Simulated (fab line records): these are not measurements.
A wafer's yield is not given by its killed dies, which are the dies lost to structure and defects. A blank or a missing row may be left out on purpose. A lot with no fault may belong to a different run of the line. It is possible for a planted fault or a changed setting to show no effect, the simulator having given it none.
A lot that was struck, set against a sound lot | flow sky130 | 17 steps out of a route of 708
Sound: wafers L305.1, L305.2, L305.5. Struck: wafer L313.6 (L313.2, L313.4, from the same lot, were not struck and are left out); the cause is given at the end.
Each step with rows lists, per side, the tool, then ch with its chambers, then its first start. Under that, the readings that differ: sound wafers | struck wafers | difference of the means | sigmas: that difference in standard deviations of wafers without a fault.
alike: a reading whose means differ by less than 2 such deviations, as well as words and numbers matching on both sides. not compared: withheld readings; readings where some wafer has no value; bounds like >300 that might hide an equal value; numbers whose values overlap and for which the record gives no deviation.
Wherever a step has rows on one side only, a row that says differs or no value, or a row with sigmas, the two part there. When numbers do not overlap yet have no deviation, they are printed without sigmas and do not part them. A reading missing from all wafers of one side parts the sides only when that side holds two or more wafers.

SKY_METAL2_THK_MEAS_06: measures by xrf.
  sound on film metro-03 at day 34 05:39; struck on film metro-02 at day 36 10:22
  alike: METAL2_ALCU_THK
then, 8 steps without rows for these wafers: SKY_METAL2_DEHYDRATE_07 (time 60 s); SKY_METAL2_HMDS_08 (prime time 60 s); SKY_METAL2_COAT_09 (resist thk 60 nm); SKY_METAL2_COAT_10 (resist thk 450 nm); SKY_METAL2_SOFTBAKE_11 (time 90 s); SKY_METAL2_EXPOSE_12 (exposes mask MM2, target cd 140 nm); SKY_METAL2_PEB_13; SKY_METAL2_DEVELOP_14 (develop time 60 s).
SKY_METAL2_CD_MEAS_15 targets a cd of 140 nm.
  sound on cd sem-01 at day 35 07:58; struck on cd sem-02 at day 37 11:44
  alike: cd nm
SKY_METAL2_OVL_MEAS_16:
  sound on overlay-01 at day 35 08:05; struck on overlay-01 at day 37 11:51
  alike: METAL2_OVL
SKY_METAL2_DESCUM_17: chemistry O2, time 8 s.
  sound on rie metal-03 ch 0,1, day 35 08:08; struck on rie metal-03 ch 1, day 37 11:53
  reading               | sound             | struck | difference | sigmas
  oes product au (a.u.) | 1.005 1.007 1.001 | 0.987  | -0.017     | -2
  alike: drypump motor current A
  not compared: rf hours counter h
SKY_METAL2_ETCH_18: etches BARC in N2/H2, stops on SiO2, time 45.9 s, target depth 60 nm.
  sound on rie metal-03 ch 0,1, day 35 08:10; struck on rie metal-03 ch 1, day 37 11:55
  reading                                       | sound             | struck | difference | sigmas
  model.KrF-thick_of_METAL2_COAT_10.thk nm (nm) | 392.2 392.9 392.7 | 367.3  | -25.3      |
  model.METAL2.cd nm (nm)                       | 142.8 141.1 141.5 | 134    | -8         |
  alike: drypump motor current A, oes product au, throttle valve pct
  not compared: rf hours counter h
SKY_METAL2_METAL_ETCH_19: etches the open film in Cl2/BCl3, stops on SiO2, target depth 360 nm, time 78 s.
  sound on rie metal-03 ch 0,1, day 35 08:14; struck on rie metal-03 ch 1, day 37 11:59
  reading                                       | sound             | struck | difference | sigmas
  model.KrF-thick_of_METAL2_COAT_10.thk nm (nm) | 157.4 159.5 157.8 | 134.2  | -24.0      |
  model.METAL2.cd nm (nm)                       | 142.5 139.8 141.5 | 136    | -5         |
  alike: drypump motor current A, oes product au, throttle valve pct
  not compared: rf hours counter h
SKY_METAL2_STRIP_20: strips in O2/N2.
  sound on plasma asher-04 ch 0,1, day 35 08:19; struck on plasma asher-04 ch 1, day 37 12:04
  reading                      | sound             | struck | difference | sigmas
  oes product au (a.u.)        | 0.345 0.346 0.343 | 0.333  | -0.012     | -3
  strip time to endpoint s (s) | 2.686 2.715 2.678 | 2.437  | -0.256     | -9
  alike: drypump motor current A, o2 flow sccm
  not compared: rf hours counter h
then, 1 step without rows for these wafers: SKY_METAL2_STRIP_21 (strips in post etch residue remover, time 1200 s).
-- the record jumps here: 10 days lie between the struck wafers' starts before and after (it left off in module METAL2 and takes up again in module PAD_OPEN, whose first step shown is number 708 of the route) --
SKY_PAD_OPEN_PROBE_99:
  sound on prober-01 at day 45 20:42; struck on prober-02 at day 47 14:12
  reading                        | sound                | struck | difference | sigmas
  model.etest.met2.width nm (nm) | 142.5 135.1 142      | 132.8  | -7.1       |
  model.etest.met2.line ohm um   | 0.8915 0.9466 0.9014 | 0.9578 | +0.0446    |
  alike: defect limited yield, killed_at_M0_to_M3, killed_at_M4_up, killed at contacts, killed at front end, killed at other, killed dies, killed open, killed short, sort_bin_3_pad_short, sort_bin_5_function, sort_bin_6_memory, sort n pass, sort yield pct

WHERE THEY PART
First at SKY_METAL2_DESCUM_17; last, within this record, at SKY_METAL2_STRIP_20. Later steps at which nothing parts them and some readings are alike: SKY_PAD_OPEN_PROBE_99.

WHY: what the simulator had put in
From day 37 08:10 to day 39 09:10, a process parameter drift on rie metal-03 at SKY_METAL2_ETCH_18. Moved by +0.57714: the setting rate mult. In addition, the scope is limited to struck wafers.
